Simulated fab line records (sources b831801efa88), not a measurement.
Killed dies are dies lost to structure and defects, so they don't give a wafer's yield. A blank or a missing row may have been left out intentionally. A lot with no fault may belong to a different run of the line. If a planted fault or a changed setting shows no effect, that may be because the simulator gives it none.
Struck lot and sound lot, side by side || flow gf180mcu || 23 steps out of a route of 602
Sound: these wafers, L122.2, L122.5, L122.6. Wafers struck: L134.2, L134.4, L134.5. The cause is named last.
Per side, at each step with rows, come the tool, then ch with its chambers, and then its first start. Under that, the readings that differ: sound wafers || struck wafers || difference of the means || sigmas: that difference in standard deviations of wafers without a fault.
alike: readings with means less than 2 such deviations apart, plus words and numbers identical on both sides. not compared: withheld readings, readings lacking a value on some wafer, bounds such as >300 that could conceal the same value, and numbers that have no deviation in the record and whose values overlap.
Wherever a step has rows on one side only, a row that says differs or no value, or a row with sigmas, the two part there. Numbers that don't overlap but have no deviation are shown without sigmas and don't part them. Lack of a reading on every wafer of one side parts them only where that side has two or more wafers.

GF_HV_LDD_STRIP_49: strips in O2/N2.
  sound on plasma_asher-02 ch 0,1, day 13 06:19; struck on plasma_asher-02 ch 0, day 17 03:05
  alike: drypump_motor_current_A, heater_power_w, oes_product_au, strip_time_to_endpoint_s
  not compared: rf_hours_counter_h
GF_HV_LDD_TW_MEAS_50:
  sound: film_metro-02 at day 13 06:25; struck: film_metro-02 at day 17 03:12
  alike: HV_LDD_4_TW
then, 1 step without rows for these wafers: GF_HV_LDD_CLEAN_51 (cleans in SC1/SC2, time 150 s).
GF_HV_LDD_RTA_52: time 10 s.
  sound on rtp_anneal-01 ch 0, day 13 06:32; struck on rtp_anneal-02 ch 0, day 17 03:19
  alike: lamp_power_pct, wafer_temp_C_max
GF_HV_LDD_RS_MEAS_53: the measuring method here is four-point-probe.
  sound: film_metro-03 at day 13 06:36; struck: film_metro-03 at day 17 03:23
  alike: HV_LDD_RS
then, 1 step without rows for these wafers: GF_HV_LDD_CVD_54 (deposits SiO2 from TEOS, target thk 10 nm, time 75 s).
GF_HV_LDD_THK_MEAS_55:
  sound: film_metro-01 at day 13 07:44; struck: film_metro-01 at day 17 05:02
  alike: HV_LDD_CVD_54_THK
then, 1 step without rows for these wafers: GF_HV_LDD_CVD_56 (deposits Si3N4 from DCS/NH3, target thk 90 nm, time 1543 s).
GF_HV_LDD_THK_MEAS_57:
  sound: film_metro-03 at day 13 09:13; struck: film_metro-03 at day 17 06:31
{"reading": "HV_LDD_CVD_56_THK (nm)", "sound": "90.6 90.3 90.3", "struck": "88.9 89.1 88.8", "difference": -1.5, "sigmas": -2}
GF_HV_LDD_ETCHBACK_58: etches Si3N4 in CH3F/O2, stops on SiO2, time 100 s, target depth 90 nm.
  sound on rie_diel-01 ch 0,2,3, day 13 09:16; struck on rie_diel-01 ch 1,2,3, day 17 06:34
{"reading": "oes_product_au (a.u.)", "sound": "0.851 0.841 0.844", "struck": "0.830 0.834 0.836", "difference": -0.012, "sigmas": -2}
  alike: drypump_motor_current_A, throttle_valve_pct
  not compared: rf_hours_counter_h
then, 2 steps without rows for these wafers: GF_NSD_DEHYDRATE_00 (time 60 s); GF_NSD_HMDS_01 (prime time 60 s).
GF_NSD_COAT_02: resist thk 1000 nm.
  sound on litho_track-03 ch 0, day 13 19:13; struck on litho_track-03 ch 0, day 17 18:19
{"reading": "spin_speed_rpm (rpm)", "sound": "3000.0 2999.3 3001.6", "struck": "2881.9 2881.1 2882.4", "difference": -118.5, "sigmas": -66}
{"reading": "model.NOVOLAK_of_NSD_COAT_02.thk_nm (nm)", "sound": "998.9 1003 999.1", "struck": "1022 1025 1028", "difference": "+25", "sigmas": ""}
then, 3 steps without rows for these wafers: GF_NSD_SOFTBAKE_03 (time 60 s); GF_NSD_EXPOSE_04 (exposes mask Nplus, target cd 400 nm); GF_NSD_PEB_05.
GF_NSD_DEVELOP_06: develop time 60 s.
  sound on litho_track-03 ch 0, day 14 04:58; struck on litho_track-03 ch 0, day 18 05:58
{"reading": "model.NOVOLAK_of_NSD_COAT_02.thk_nm (nm)", "sound": "998.5 1003 998.7", "struck": "1021 1024 1027", "difference": "+24", "sigmas": ""}
  alike: developer_temp_C
GF_NSD_CD_MEAS_07 targets a cd of 400 nm.
  sound: cd_sem-02 at day 14 05:06; struck: cd_sem-01 at day 18 06:11
  alike: cd_nm
GF_NSD_OVL_MEAS_08:
  sound: overlay-02 at day 14 05:13; struck: overlay-01 at day 18 06:17
  alike: NSD_OVL
then, 2 steps without rows for these wafers: GF_NSD_IMPLANT_09; GF_NSD_IMPLANT_10.
GF_NSD_STRIP_11: strips in O2/N2.
  sound on plasma_asher-01 ch 0,1, day 14 05:32; struck on plasma_asher-04 ch 1, day 18 06:37
{"reading": "heater_power_w (W)", "sound": "301 292 305", "struck": "405 412 403", "difference": "+107", "sigmas": "+3"}
{"reading": "strip_time_to_endpoint_s (s)", "sound": "22.95 22.99 22.96", "struck": "23.19 23.23 23.26", "difference": "+0.26", "sigmas": "+6"}
  alike: drypump_motor_current_A, oes_product_au
  not compared: rf_hours_counter_h
GF_NSD_TW_MEAS_12:
  sound: film_metro-01 at day 14 05:39; struck: film_metro-01 at day 18 06:43
  alike: NSD_TW

## WHERE THEY PART
Earliest at GF_HV_LDD_THK_MEAS_57; latest, in this record, at GF_NSD_STRIP_11. Later steps at which nothing parts them and some readings are alike: GF_NSD_TW_MEAS_12.

WHY: whatever the simulator had introduced
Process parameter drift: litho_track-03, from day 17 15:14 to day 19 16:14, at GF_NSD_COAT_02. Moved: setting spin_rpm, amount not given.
